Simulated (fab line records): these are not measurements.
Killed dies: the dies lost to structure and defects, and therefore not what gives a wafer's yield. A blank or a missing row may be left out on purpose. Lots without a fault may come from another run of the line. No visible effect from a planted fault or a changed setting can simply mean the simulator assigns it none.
What tool caused it? :: flow gf180mcu :: 7 lots, 21 wafers sampled, at 2 steps of a route of 602

WHAT THE GAUGES SHOWED, per wafer
GF_NWELL_OVL_MEAS_07.
lot: L672
measured: day 4 10:00
on: overlay-02
NWELL_OVL (nm): -0.8 2.4 1.9

lot: L674
measured: day 4 23:01
on: overlay-02
NWELL_OVL (nm): 0.4 -0.3 1.7

lot: L678
measured: day 5 11:26
on: overlay-01
NWELL_OVL (nm): 2.5 1.5 0.5

lot: L681
measured: day 6 03:08
on: overlay-02
NWELL_OVL (nm): - - -

lot: L684
measured: day 6 17:19
on: overlay-01
NWELL_OVL (nm): - - -

lot: L688
measured: day 7 13:42
on: overlay-01
NWELL_OVL (nm): -0.7 -1.3 -0.1

lot: L691
measured: day 8 04:44
on: overlay-02
NWELL_OVL (nm): -0.1 2.2 -1.0

WHAT TOOL EACH LOT RAN ON (gives the tool, then ch and the chambers of the sampled wafers, and finally the start)
lot: L672
GF_NWELL_DEVELOP_06: litho_track-04 ch 0, day 4 09:00

lot: L674
GF_NWELL_DEVELOP_06: litho_track-04 ch 0, day 4 22:00

lot: L678
GF_NWELL_DEVELOP_06: litho_track-03 ch 0, day 5 11:00

lot: L681
GF_NWELL_DEVELOP_06: litho_track-03 ch 0, day 6 02:00

lot: L684
GF_NWELL_DEVELOP_06: litho_track-03 ch 0, day 6 17:00

lot: L688
GF_NWELL_DEVELOP_06: litho_track-04 ch 0, day 7 13:00

lot: L691
GF_NWELL_DEVELOP_06: litho_track-01 ch 0, day 8 04:00
- GF_NWELL_DEVELOP_06: develop time 60 s.

THE ANSWER, worked out from the rows above alone
Rule: usual is defined by the lots themselves. The widest of any qualifying gaps counts: lots, ordered by their means at a reading, are off when they make up no more than a third of the lots, leave a main group of 4 or more, and stand apart from it by 3 or more times the standard deviation of that group's means. A main group is skipped when, at the precision printed for the reading in the tables above, its means are all equal. A lot without any number at a reading at which 4 lots or more have one is off too. Any other lot the step has rows for is counted as sound.
Off: at GF_NWELL_OVL_MEAS_07 (NWELL_OVL), L681, L684. Without a number there: L681, L684. Main group: mean 0.6 nm, sd 0.76.
If a tool, at a process step before that reading, ran all the lots that are off and no sound lot after the first of them, it fits. Gauges at GF_NWELL_OVL_MEAS_07: tried the same way as those tools. One fits: litho_track-03 at GF_NWELL_DEVELOP_06. A fault onset in the window from L678 (day 5 11:00, its last sound lot) to L681 (day 6 02:00, its first lot off) fits.

WHAT THE SIMULATOR PUT IN
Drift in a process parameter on litho_track-03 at GF_NWELL_DEVELOP_06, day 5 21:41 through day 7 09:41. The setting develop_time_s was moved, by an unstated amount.
Struck lots among those shown: L681, L684. Same finding as the rule above.
